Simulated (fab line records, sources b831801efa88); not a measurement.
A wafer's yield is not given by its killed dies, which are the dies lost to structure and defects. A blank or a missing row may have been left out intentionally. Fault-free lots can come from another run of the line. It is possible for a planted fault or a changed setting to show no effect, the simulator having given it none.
Which of the tools did it?	flow gf180mcu	Sampling: 11 lots, 33 wafers, 7 of 602 route steps

## WHAT THE GAUGES SHOWED, per wafer
GF_CONTACT_RS_MEAS_25: measurement is done with a four-point probe. Usual: for CONTACT_W_RS the level is 0.379 ohm/sq and the standard deviation is 0.007.
lot	measured	on	CONTACT_W_RS (ohm/sq)	flag
L913	day 15 22:42	film-metro-01	0.377 0.390 0.371	
L916	day 17 05:55	film-metro-01	0.373 0.373 0.375	
L920	day 18 21:23	film-metro-01	0.379 0.378 0.373	
L921	day 19 03:44	film-metro-03	0.373 0.377 0.379	
L922	day 19 19:14	film-metro-03	0.388 0.372 0.372	
L925	day 20 13:32	film-metro-02	0.372 0.383 0.387	
L927	day 21 20:22	film-metro-03	0.395 0.391 0.377	
L928	day 22 00:21	film-metro-03	0.372 0.382 0.383	
L929	day 22 03:09	film-metro-02	0.378 0.384 0.379	
L930	day 22 08:36	film-metro-02	0.633 0.605 0.639 0.635 0.605 0.637	OFF
L931	day 22 20:10	film-metro-01	0.638 0.613 0.603 0.638 0.613 0.603	OFF

GF_CONTACT_THK_MEAS_26: measures by xrf. Usual: for CONTACT_W_THK the level is 307 nm and the standard deviation is 6.
lot	measured	on	CONTACT_W_THK (nm)	flag
L913	day 15 22:49	film-metro-01	308 297 314	
L916	day 17 06:01	film-metro-01	313 314 313	
L920	day 18 21:29	film-metro-01	309 308 314	
L921	day 19 03:52	film-metro-03	310 308 305	
L922	day 19 19:21	film-metro-03	299 310 309	
L925	day 20 13:39	film-metro-02	313 304 299	
L927	day 21 20:28	film-metro-03	291 296 305	
L928	day 22 00:28	film-metro-03	310 302 303	
L929	day 22 03:16	film-metro-02	309 303 308	
L930	day 22 10:45	film-metro-02	185 194 184 185 193 183	OFF
L931	day 22 22:19	film-metro-01	184 191 196 185 191 194	OFF

GF_M1_THK_MEAS_06: measures by xrf. Usual: for M1_ALCU_THK the level is 451 nm and the standard deviation is 6.4.
lot	measured	on	M1_ALCU_THK (nm)	flag
L913	day 15 23:31	film-metro-01	457 443 445	
L916	day 17 06:43	film-metro-01	458 454 455	
L920	day 18 22:11	film-metro-01	451 454 457	
L921	day 19 04:34	film-metro-01	446 450 443	
L922	day 19 20:03	film-metro-04	449 444 442	
L925	day 20 14:21	film-metro-02	461 462 460	
L927	day 21 21:10	film-metro-04	447 451 452	
L928	day 22 01:10	film-metro-02	454 452 449	
L929	day 22 03:58	film-metro-04	453 441 450	
L930	day 22 15:58	film-metro-02	448 446 449	
L931	day 23 01:40	film-metro-02	458 449 460	

## WHAT TOOL EACH LOT RAN ON (gives the tool, then ch and the chambers of the sampled wafers, and finally the start)
lot	GF_CONTACT_STRIP_18	GF_CONTACT_CVD_24	GF_CONTACT_CMP_27	GF_M1_SPUTTER_02
L913	plasma-asher-04 ch 0,1, day 15 22:11	cvd-w-02 ch 0,1, day 15 22:36	cmp-01 ch 0,1,3, day 15 22:53	pvd-sputter-01, day 15 23:19
L916	plasma-asher-02 ch 0,1, day 17 05:22	cvd-w-01 ch 0,1, day 17 05:48	cmp-02 ch 2,3, day 17 06:03	pvd-sputter-01, day 17 06:29
L920	plasma-asher-04 ch 0,1, day 18 20:52	cvd-w-01 ch 0,1, day 18 21:16	cmp-02 ch 0,2,3, day 18 21:37	pvd-sputter-01, day 18 21:56
L921	plasma-asher-03 ch 0,1, day 19 03:14	cvd-w-01 ch 0,1, day 19 03:38	cmp-01 ch 1,2,3, day 19 03:55	pvd-sputter-04, day 19 04:21
L922	plasma-asher-03 ch 0,1, day 19 18:38	cvd-w-02 ch 0,1, day 19 19:08	cmp-02 ch 2,3, day 19 19:25	pvd-sputter-04, day 19 19:50
L925	plasma-asher-04 ch 0,1, day 20 13:02	cvd-w-02 ch 0,1, day 20 13:26	cmp-02 ch 0,1,3, day 20 13:46	pvd-sputter-03, day 20 14:08
L927	plasma-asher-03 ch 0,1, day 21 19:52	cvd-w-02 ch 0,1, day 21 20:16	cmp-01 ch 0,1, day 21 20:34	pvd-sputter-01, day 21 20:56
L928	plasma-asher-02 ch 0,1, day 21 23:50	cvd-w-01 ch 0,1, day 22 00:14	cmp-02 ch 0,1, day 22 00:34	pvd-sputter-01, day 22 00:57
L929	plasma-asher-04 ch 0,1, day 22 02:38	cvd-w-01 ch 0,1, day 22 03:03	cmp-02 ch 0,1,2, day 22 03:20	pvd-sputter-04, day 22 03:46
L930	plasma-asher-03 ch 0,1, day 22 08:05	cvd-w-02 ch 0,1, day 22 08:28	cmp-01 ch 0,2,3, day 22 15:25	pvd-sputter-01, day 22 15:45
L931	plasma-asher-02 ch 0,1, day 22 19:40	cvd-w-02 ch 0,1, day 22 20:04	cmp-01 ch 1,3, day 23 00:52	pvd-sputter-01, day 23 01:18
- GF_CONTACT_STRIP_18: strips in O2/N2.
- GF_CONTACT_CVD_24: deposits W, target thk 300 nm, time 90.339 s.
- GF_CONTACT_CMP_27: polishes, stops on SiO2, t overpolish 15 s, target thk 0 nm.
- GF_M1_SPUTTER_02: material AlCu, target thk 450 nm, time 23.9 s.

## AS READ BY THE TOOLS THEMSELVES (means over the sampled wafers that have a number; for cases with no such wafer, the mark the record gives instead)
GF_CONTACT_STRIP_18. Usual: drypump-motor-current-A 5.36 A, standard deviation 0.25; heater-power-w 321 W, standard deviation 27; oes-product-au 0.581 a.u., standard deviation 0.0043.
lot	tool	drypump-motor-current-A (A)	heater-power-w (W)	oes-product-au (a.u.)	flag
L913	plasma-asher-04	5.46	310	0.585	
L916	plasma-asher-02	5.27	305	0.578	
L920	plasma-asher-04	5.43	298	0.584	
L921	plasma-asher-03	5.31	346	0.581	
L922	plasma-asher-03	5.32	343	0.583	
L925	plasma-asher-04	5.43	303	0.581	
L927	plasma-asher-03	5.31	346	0.579	
L928	plasma-asher-02	5.27	307	0.582	
L929	plasma-asher-04	5.46	310	0.586	
L930	plasma-asher-03	5.52	336	0.581	
L931	plasma-asher-02	5.26	306	0.584	

GF_CONTACT_CVD_24. Usual: heater-power-w at 766 W, with a standard deviation of 60.
lot	tool	heater-power-w (W)	flag
L913	cvd-w-02	765	
L916	cvd-w-01	825	
L920	cvd-w-01	740	
L921	cvd-w-01	750	
L922	cvd-w-02	763	
L925	cvd-w-02	724	
L927	cvd-w-02	730	
L928	cvd-w-01	757	
L929	cvd-w-01	776	
L930	cvd-w-02	732	
L931	cvd-w-02	772	

GF_CONTACT_CMP_27. Usual: motor-current-A 11.2 A, standard deviation 0.93; time-to-endpoint-s 74 s, standard deviation 4.
lot	tool	motor-current-A (A)	time-to-endpoint-s (s)	flag
L913	cmp-01	11.2	72	
L916	cmp-02	11.4	76	
L920	cmp-02	11.7	72	
L921	cmp-01	11.1	71	
L922	cmp-02	11.5	77	
L925	cmp-02	11.4	79	
L927	cmp-01	10.4	73	
L928	cmp-02	11.6	78	
L929	cmp-02	11.2	79	
L930	cmp-01	11.4	46	OFF
L931	cmp-01	11.2	44	OFF

GF_M1_SPUTTER_02. Usual: throttle-valve-pct at 30.1 %, with a standard deviation of 1.1.
lot	tool	throttle-valve-pct (%)	flag
L913	pvd-sputter-01	29.3	
L916	pvd-sputter-01	28.9	
L920	pvd-sputter-01	29.0	
L921	pvd-sputter-04	30.9	
L922	pvd-sputter-04	30.1	
L925	pvd-sputter-03	30.0	
L927	pvd-sputter-01	30.0	
L928	pvd-sputter-01	29.5	
L929	pvd-sputter-04	30.5	
L930	pvd-sputter-01	29.6	
L931	pvd-sputter-01	29.6	

## THE ANSWER, worked out from the rows above alone
Rule: lot off if the mean of its wafers having a number is beyond 3 standard deviations from the usual mean. A lot without any number at a reading at which 4 lots or more have one is off too. Any other lot the step has rows for is counted as sound. First the gauges in route order, then the tools' own readings, where a lot's mean is used as printed above. At the first step where some lot is off, the reading lying furthest off is the one used; lots without a number count as furthest.
Off: L930, L931, at GF_CONTACT_RS_MEAS_25 (CONTACT_W_RS).
If a tool, at a process step before that reading, ran all the lots that are off and no sound lot after the first of them, it fits. Not tried: the gauges at GF_CONTACT_RS_MEAS_25; whatever is off there is also off at GF_CONTACT_CMP_27, on other tools, and gauge error can't account for it. One fits: cvd-w-02 at GF_CONTACT_CVD_24. Its last sound lot is L927 (day 21 20:16), its first lot that is off L930 (day 22 08:28): a fault that began between those two fits.

## WHAT THE SIMULATOR HAD PUT IN
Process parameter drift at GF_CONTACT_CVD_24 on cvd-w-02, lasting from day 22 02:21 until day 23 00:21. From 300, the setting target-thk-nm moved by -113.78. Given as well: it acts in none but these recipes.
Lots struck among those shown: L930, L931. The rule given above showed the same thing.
